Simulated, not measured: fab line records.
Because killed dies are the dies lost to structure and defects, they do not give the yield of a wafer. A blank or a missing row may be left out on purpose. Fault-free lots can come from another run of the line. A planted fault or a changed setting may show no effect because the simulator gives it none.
The tool behind it: which one? || flow sky130 || 24 lots, 72 wafers sampled, at 1 step of a route of 708

## WHAT THE GAUGES READ, wafer by wafer
SKY_VIA2_OVL_MEAS_13.
{"lot": "L074", "measured": "day 36 13:30", "on": "overlay-01", "VIA2_OVL (nm)": "-2 -5 5"}
{"lot": "L075", "measured": "day 36 18:34", "on": "overlay-01", "VIA2_OVL (nm)": "-2 -3 -9"}
{"lot": "L076", "measured": "day 37 02:44", "on": "overlay-02", "VIA2_OVL (nm)": "-3 -4 -6"}
{"lot": "L078", "measured": "day 37 11:52", "on": "overlay-02", "VIA2_OVL (nm)": "2 5 -2"}
{"lot": "L077", "measured": "day 37 16:47", "on": "overlay-02", "VIA2_OVL (nm)": "5 1 2"}
{"lot": "L079", "measured": "day 38 08:32", "on": "overlay-02", "VIA2_OVL (nm)": "0 -2 -4"}
{"lot": "L080", "measured": "day 38 09:11", "on": "overlay-01", "VIA2_OVL (nm)": "4 -9 -3"}
{"lot": "L081", "measured": "day 38 20:56", "on": "overlay-01", "VIA2_OVL (nm)": "8 -5 3"}
{"lot": "L082", "measured": "day 38 21:31", "on": "overlay-02", "VIA2_OVL (nm)": "7 10 12"}
{"lot": "L083", "measured": "day 39 03:49", "on": "overlay-02", "VIA2_OVL (nm)": "-4 4 -18"}
{"lot": "L084", "measured": "day 39 21:11", "on": "overlay-02", "VIA2_OVL (nm)": "-3 5 -3"}
{"lot": "L085", "measured": "day 39 22:42", "on": "overlay-02", "VIA2_OVL (nm)": "-8 0 5"}
{"lot": "L086", "measured": "day 40 07:07", "on": "overlay-01", "VIA2_OVL (nm)": "10 5 -2"}
{"lot": "L087", "measured": "day 40 11:05", "on": "overlay-01", "VIA2_OVL (nm)": "4 -2 1"}
{"lot": "L088", "measured": "day 40 22:10", "on": "overlay-02", "VIA2_OVL (nm)": "-3 7 -5"}
{"lot": "L089", "measured": "day 41 06:44", "on": "overlay-01", "VIA2_OVL (nm)": "-6 1 -5"}
{"lot": "L091", "measured": "day 41 16:08", "on": "overlay-02", "VIA2_OVL (nm)": "-7 -4 -4"}
{"lot": "L090", "measured": "day 41 16:29", "on": "overlay-01", "VIA2_OVL (nm)": "3 1 1"}
{"lot": "L092", "measured": "day 42 04:17", "on": "overlay-02", "VIA2_OVL (nm)": "9 -1 8"}
{"lot": "L093", "measured": "day 42 12:39", "on": "overlay-02", "VIA2_OVL (nm)": "0 0 2"}
{"lot": "L094", "measured": "day 42 21:12", "on": "overlay-02", "VIA2_OVL (nm)": "-2 -2 -6"}
{"lot": "L097", "measured": "day 43 07:08", "on": "overlay-01", "VIA2_OVL (nm)": "-3 6 -1"}
{"lot": "L095", "measured": "day 43 07:24", "on": "overlay-01", "VIA2_OVL (nm)": "-1 3 -4"}
{"lot": "L096", "measured": "day 43 11:02", "on": "overlay-02", "VIA2_OVL (nm)": "0 5 -1"}

## WHICH TOOL RAN EACH LOT (tool, then ch and the chambers of the sampled wafers, then the start)
Record: no process step prior to these readings.

## AS READ BY THE TOOLS THEMSELVES (means over the sampled wafers that have a number; for cases with no such wafer, the mark the record gives instead)
The record holds no such reading with a usual standard deviation.

## THE ANSWER, worked out from the rows above alone
Rule: the lots themselves supply what counts as usual. Put in order of their means at a reading, lots are off if they are a third of the lots or fewer, leave a main group of 4 or more, and stand apart from it by a gap of 3 or more times the standard deviation of the main group's means; of several such gaps the widest counts. A main group whose means are all the same, to the digits that the tables above print for the reading, isn't used. Also off: a lot with no number at a reading for which 4 or more lots have one. Where the step has rows for the other lots, those lots are counted as sound. After the gauges, taken in route order, come the tools' own readings; for these a lot's mean is taken, as printed above. At the first step where some lot is off, the reading lying furthest off is the one used; lots without a number count as furthest.
No lot is off at any reading shown: from this, nothing can be told.

## WHAT THE SIMULATOR HAD INSERTED
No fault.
